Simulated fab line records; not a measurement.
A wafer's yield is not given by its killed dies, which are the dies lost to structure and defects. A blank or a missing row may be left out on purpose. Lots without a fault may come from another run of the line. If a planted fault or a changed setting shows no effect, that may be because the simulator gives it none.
What tool caused it? -- flow sky130 -- Sampling: 13 lots, 39 wafers, 4 of 708 route steps

WHAT EACH GAUGE READ, for each wafer
SKY_POLY_GATE_THK_MEAS_01.
lot,measured,on,POLY_GATE_CVD_00_THK (nm)
L868,day 15 01:34,film metro-02,182.1 181.9 182.1
L869,day 15 05:54,film metro-02,179.2 181.5 179.4
L870,day 15 19:16,film metro-01,179.9 178.8 179.6
L874,day 16 19:53,film metro-02,180.2 181.6 180.8
L876,day 17 07:06,film metro-03,180.4 180.0 180.3
L880,day 19 08:09,film metro-03,181.6 181.6 181.9
L883,day 20 03:50,film metro-01,179.6 177.1 177.8
L884,day 20 11:43,film metro-01,179.6 180.0 180.8
L886,day 21 02:20,film metro-01,181.2 179.7 177.6
L887,day 21 11:06,film metro-01,182.4 180.9 182.1
L888,day 21 13:23,film metro-01,177.6 178.6 179.8
L889,day 22 05:31,film metro-03,180.2 181.4 180.0
L891,day 22 15:40,film metro-01,177.0 177.4 178.6

SKY_LDD_N_OVL_MEAS_07.
lot,measured,on,LDD_N_OVL (nm)
L868,day 18 23:32,overlay-02,0.8 0.9 0.2
L869,day 19 03:45,overlay-01,0.6 -0.3 -1.3
L870,day 19 19:44,overlay-02,0.2 0.3 -0.7
L874,day 20 23:42,overlay-02,-1.0 -0.1 0.9
L876,day 21 12:17,overlay-02,-0.6 0.0 0.8
L880,day 23 14:18,overlay-01,-0.9 -2.0 0.5
L883,day 24 06:41,overlay-02,-0.6 -0.2 1.2
L884,day 24 13:47,overlay-02,0.3 -1.8 -2.5
L886,day 25 03:35,overlay-02,0.7 -0.4 1.5
L887,day 25 11:40,overlay-01,-0.5 0.0 0.5
L888,day 25 14:08,overlay-02,0.2 0.9 0.0
L889,day 26 08:31,overlay-01,1.9 0.0 0.5
L891,day 26 12:50,overlay-01,0.6 -0.2 1.5

SKY_LDD_HVN_TW_MEAS_10.
lot,measured,on,LDD_HVN_TW
L868,day 21 17:43,film metro-03,1409 1410 1415
L869,day 21 21:53,film metro-02,1460 1462 1457
L870,day 22 13:02,film metro-01,1420 1412 1422
L874,day 23 17:08,film metro-01,1435 1427 1424
L876,day 24 04:28,film metro-01,1427 1436 1433
L880,day 26 03:21,film metro-03,1413 1421 1418
L883,day 26 19:22,film metro-03,1502 1498 1504
L884,day 27 02:50,film metro-03,1505 1504 1498
L886,day 27 16:46,film metro-01,1425 1428 1424
L887,day 28 00:28,film metro-03,1406 1406 1402
L888,day 28 01:24,film metro-02,1454 1445 1453
L889,day 28 20:49,film metro-02,1452 1455 1449
L891,day 29 01:07,film metro-02,1456 1461 1463

WHAT TOOL EACH LOT RAN ON (gives the tool, then ch and the chambers of the sampled wafers, and finally the start)
lot,SKY_LDD_HVN_IMPLANT_08
L868,"implanter-03 ch 0, day 21 17:29"
L869,"implanter-03 ch 0, day 21 21:40"
L870,"implanter-02 ch 0, day 22 12:48"
L874,"implanter-03 ch 0, day 23 16:55"
L876,"implanter-02 ch 0, day 24 04:13"
L880,"implanter-03 ch 0, day 26 03:09"
L883,"implanter-03 ch 0, day 26 19:07"
L884,"implanter-03 ch 0, day 27 02:37"
L886,"implanter-02 ch 0, day 27 16:31"
L887,"implanter-04 ch 0, day 28 00:13"
L888,"implanter-04 ch 0, day 28 01:10"
L889,"implanter-04 ch 0, day 28 20:34"
L891,"implanter-02 ch 0, day 29 00:52"
- SKY_LDD_HVN_IMPLANT_08

AS READ BY THE TOOLS THEMSELVES (means over the sampled wafers that have a number; for cases with no such wafer, the mark the record gives instead)
SKY_LDD_HVN_IMPLANT_08.
lot,tool,beam energy keV
L868,implanter-03,59.969
L869,implanter-03,59.974
L870,implanter-02,60.014
L874,implanter-03,60.033
L876,implanter-02,60.014
L880,implanter-03,60.015
L883,implanter-03,77.243
L884,implanter-03,77.240
L886,implanter-02,60.011
L887,implanter-04,60.011
L888,implanter-04,60.016
L889,implanter-04,59.981
L891,implanter-02,60.000

THE ANSWER, worked out from the rows above alone
Rule: usual is defined by the lots themselves. The widest of any qualifying gaps counts: lots, ordered by their means at a reading, are off when they make up no more than a third of the lots, leave a main group of 4 or more, and stand apart from it by 3 or more times the standard deviation of that group's means. The tables above print the reading to a certain number of digits; a main group whose means all agree to those digits is not used. Also off: a lot with no number at a reading for which 4 or more lots have one. Any other lot the step has rows for is counted as sound. The gauges are gone through in route order, then the tools' own readings, and for those a lot's mean is taken as printed above. The first step at which some lot is off is used, and at that step the reading that is off furthest; a lot without a number counts as furthest.
Off, at SKY_LDD_HVN_IMPLANT_08 on beam energy keV: L883, L884. For the main group the mean is 60.003 and the standard deviation 0.019.
If a tool, at that step or one of the process steps before it, ran each lot that is off and ran no sound lot following the first of them, it fits. One fits: implanter-03 at SKY_LDD_HVN_IMPLANT_08. Its last sound lot is L880 (day 26 03:09), its first lot that is off L883 (day 26 19:07): a fault that began between those two fits.
On the lots that are off, the tool's own readings at SKY_LDD_HVN_IMPLANT_08 differ by more than 5 times the standard deviation of the sound lots' means, which bears it out; beam energy keV reads 77.242 there versus 60.003 on the sound lots.

WHAT THE SIMULATOR HAD INSERTED
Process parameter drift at SKY_LDD_HVN_IMPLANT_08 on implanter-03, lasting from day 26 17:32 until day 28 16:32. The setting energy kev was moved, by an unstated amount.
Lots struck among those shown: L883, L884. Same finding as the rule above.
